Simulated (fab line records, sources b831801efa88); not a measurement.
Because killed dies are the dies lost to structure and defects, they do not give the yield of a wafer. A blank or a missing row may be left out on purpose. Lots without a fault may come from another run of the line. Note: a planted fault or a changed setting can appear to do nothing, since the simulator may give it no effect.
Which tool is to blame? ; flow sky130 ; 14 lots with 42 wafers sampled at 3 steps, on a route of 708 steps

WHAT THE GAUGES READ, wafer by wafer
SKY_VIA1_THK_MEAS_01.
lot;measured;on;VIA1_HDPCVD_THK (nm)
L964;day 32 10:04;film metro-01;1013 1028 1011
L965;day 33 04:45;film metro-04;1037 1042 1044
L966;day 33 16:17;film metro-01;1033 1041 1034
L970;day 34 17:48;film metro-04;1023 1030 1027
L971;day 35 02:46;film metro-04;1035 1031 1050
L972;day 35 08:37;film metro-01;1043 1033 1045
L978;day 37 11:02;film metro-03;1047 1042 1038
L980;day 38 02:22;film metro-03;1033 1029 1032
L981;day 38 11:08;film metro-03;1020 1037 1039
L982;day 38 19:25;film metro-04;1039 1036 1050
L983;day 38 21:29;film metro-04;1032 1040 1045
L984;day 39 06:13;film metro-01;1021 1032 1028
L986;day 39 15:32;film metro-04;1026 1042 1034
L987;day 40 12:50;film metro-04;1053 1042 1063

WHICH TOOL RAN EACH LOT (tool, then ch and the chambers of the sampled wafers, then the start)
lot;SKY_METAL1_DESCUM_17;SKY_METAL1_ETCH_18
L964;rie metal-01 ch 0,1, day 32 09:05;rie metal-01 ch 0,1, day 32 09:07
L965;rie metal-02 ch 0,1, day 33 03:50;rie metal-02 ch 0,1, day 33 03:53
L966;rie metal-03 ch 0,1, day 33 15:23;rie metal-03 ch 0,1, day 33 15:25
L970;rie metal-03 ch 0,1, day 34 16:50;rie metal-03 ch 0,1, day 34 16:52
L971;rie metal-03 ch 0,1, day 35 01:50;rie metal-03 ch 0,1, day 35 01:53
L972;rie metal-01 ch 0,1, day 35 07:41;rie metal-01 ch 0,1, day 35 07:43
L978;rie metal-03 ch 0, day 37 10:08;rie metal-03 ch 0, day 37 10:11
L980;rie metal-02 ch 0, day 38 01:14;rie metal-02 ch 0, day 38 01:17
L981;rie metal-03 ch 0,1, day 38 10:14;rie metal-03 ch 0,1, day 38 10:17
L982;rie metal-01 ch 0,1, day 38 18:32;rie metal-01 ch 0,1, day 38 18:34
L983;rie metal-03 ch 0,1, day 38 20:35;rie metal-03 ch 0,1, day 38 20:37
L984;rie metal-03 ch 0,1, day 39 05:17;rie metal-03 ch 0,1, day 39 05:19
L986;rie metal-02 ch 0,1, day 39 14:38;rie metal-02 ch 0,1, day 39 14:40
L987;rie metal-01 ch 0,1, day 40 11:56;rie metal-01 ch 0,1, day 40 11:59
- SKY_METAL1_DESCUM_17: chemistry O2, time 8 s.
- SKY_METAL1_ETCH_18: etches BARC in N2/H2, stops on SiO2, time 45.9 s, target depth 60 nm.

WHAT THE TOOLS THEMSELVES READ (means of the sampled wafers that have a number; where no wafer has one, the mark that the record gives instead)
SKY_METAL1_DESCUM_17.
lot;tool;drypump motor current A (A);oes product au (a.u.)
L964;rie metal-01;6.2;1.009
L965;rie metal-02;6.2;1.001
L966;rie metal-03;5.3;0.997
L970;rie metal-03;5.3;0.989
L971;rie metal-03;5.3;0.998
L972;rie metal-01;6.0;1.003
L978;rie metal-03;5.0;0.990
L980;rie metal-02;6.2;1.008
L981;rie metal-03;5.6;1.000
L982;rie metal-01;6.0;1.001
L983;rie metal-03;5.6;0.999
L984;rie metal-03;5.3;1.000
L986;rie metal-02;6.2;1.011
L987;rie metal-01;6.1;0.995

SKY_METAL1_ETCH_18.
lot;tool;drypump motor current A (A);oes product au (a.u.);throttle valve pct (%)
L964;rie metal-01;6.2;0.855;13.230
L965;rie metal-02;6.2;0.854;13.221
L966;rie metal-03;5.3;0.856;13.224
L970;rie metal-03;5.3;0.854;13.221
L971;rie metal-03;5.3;0.854;13.230
L972;rie metal-01;6.0;0.860;13.226
L978;rie metal-03;5.0;0.857;13.227
L980;rie metal-02;6.2;0.856;13.221
L981;rie metal-03;5.6;0.855;13.226
L982;rie metal-01;6.0;0.855;13.231
L983;rie metal-03;5.6;0.852;13.235
L984;rie metal-03;5.3;0.856;13.220
L986;rie metal-02;6.2;0.848;13.226
L987;rie metal-01;6.2;0.853;13.224

THE ANSWER, worked out from the rows above alone
Rule: the usual values come from the lots themselves. Put in order of their means at a reading, lots are off if they are a third of the lots or fewer, leave a main group of 4 or more, and stand apart from it by a gap of 3 or more times the standard deviation of the main group's means; of several such gaps the widest counts. The tables above print the reading to a certain number of digits; a main group whose means all agree to those digits is not used. A lot without any number at a reading at which 4 lots or more have one is off too. The other lots that the step has rows for count as sound. The gauges are gone through in route order, then the tools' own readings, and for those a lot's mean is taken as printed above. The first step at which some lot is off is used, and at that step the reading that is off furthest; a lot without a number counts as furthest.
None of the lots is off at any reading shown; this tells nothing.

WHAT WAS PUT IN BY THE SIMULATOR
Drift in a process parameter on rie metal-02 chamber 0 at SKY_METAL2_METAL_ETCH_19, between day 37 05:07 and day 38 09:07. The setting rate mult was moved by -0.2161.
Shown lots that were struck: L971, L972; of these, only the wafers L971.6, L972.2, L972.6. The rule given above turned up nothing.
